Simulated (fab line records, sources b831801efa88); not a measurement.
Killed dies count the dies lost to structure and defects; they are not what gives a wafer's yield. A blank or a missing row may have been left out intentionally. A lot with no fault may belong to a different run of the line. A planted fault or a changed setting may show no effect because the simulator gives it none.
Matching of chambers | flow gf180mcu | 4 sister chambers for GF_CONTACT_ETCH_16 on rieDiel-02
The step etches BARC in N2/H2. 16 wafers are shown with their chamber, then 8 later ones without.

== EACH WAFER AND ITS CHAMBER ==
wafer  | chamber | drypumpMotorCurrentA (A) | rfFwdPowerW (W) | throttleValvePct (%)
L075.1 | 1       | 5.9                      | 493.5           | 13.239
L075.2 | 0       | 4.9                      | 493.5           | 13.231
L075.3 | 2       | 5.5                      | 495.9           | 13.228
L084.1 | 2       | 5.6                      | 496.3           | 13.224
L084.2 | 1       | 6.0                      | 497.6           | 13.233
L084.4 | 0       | 4.9                      | 495.6           | 13.206
L085.2 | 2       | 5.6                      | 495.2           | 13.221
L085.3 | 3       | 5.3                      | 495.5           | 13.217
L085.5 | 1       | 6.0                      | 496.0           | 13.221
L087.4 | 3       | 5.3                      | 495.3           | 13.231
L087.5 | 1       | 6.0                      | 495.9           | 13.227
L087.6 | 2       | 5.6                      | 495.4           | 13.215
L089.2 | 2       | 5.6                      | 493.8           | 13.238
L089.5 | 1       | 5.9                      | 495.2           | 13.218
L089.6 | 0       | 4.9                      | 493.6           | 13.214
L091.1 | 0       | 4.9                      | 492.7           | 13.212

SIGNATURES, as means of the wafers listed above
reading              | chamber 0 | chamber 1 | chamber 2 | chamber 3 | scatter within a chamber
drypumpMotorCurrentA | 4.900     | 5.960     | 5.580     | 5.300     | 0.0408
rfFwdPowerW          | 493.850   | 495.640   | 495.320   | 495.400   | 1.19
throttleValvePct     | 13.21575  | 13.22760  | 13.22520  | 13.22400  | 0.00928
Rule: a wafer lies at a distance from a chamber equal to the root of the sum of squares, over the readings, of (its reading less the chamber's mean, divided by the reading's scatter). The wafer belongs to the nearest chamber; if the next one is less than 2 further off, it can't be placed. The scatter: take each reading less its chamber's mean, square it, sum over the shown wafers, divide by the number of wafers less the number of chambers, and take the root.

== WAFERS WITH NO CHAMBER GIVEN ==
wafer  | drypumpMotorCurrentA (A) | rfFwdPowerW (W) | throttleValvePct (%)
L091.4 | 5.6                      | 497.0           | 13.220
L091.5 | 4.9                      | 493.2           | 13.220
L092.2 | 5.3                      | 495.2           | 13.223
L092.4 | 6.0                      | 493.7           | 13.239
L092.5 | 5.9                      | 494.6           | 13.233
L094.1 | 5.3                      | 494.1           | 13.217
L094.5 | 5.6                      | 494.8           | 13.227
L094.6 | 5.3                      | 495.6           | 13.235

== THE CHAMBER EACH PASSED THROUGH ==
wafer  | from the rows above | in truth
L091.4 | 2                   | 2
L091.5 | 0                   | 0
L092.2 | 3                   | 3
L092.4 | 1                   | 1
L092.5 | 1                   | 1
L094.1 | 3                   | 3
L094.5 | 2                   | 2
L094.6 | 3                   | 3
Placed correctly: 8 of 8. Not placeable from these rows: 0. 0 placed wrongly.
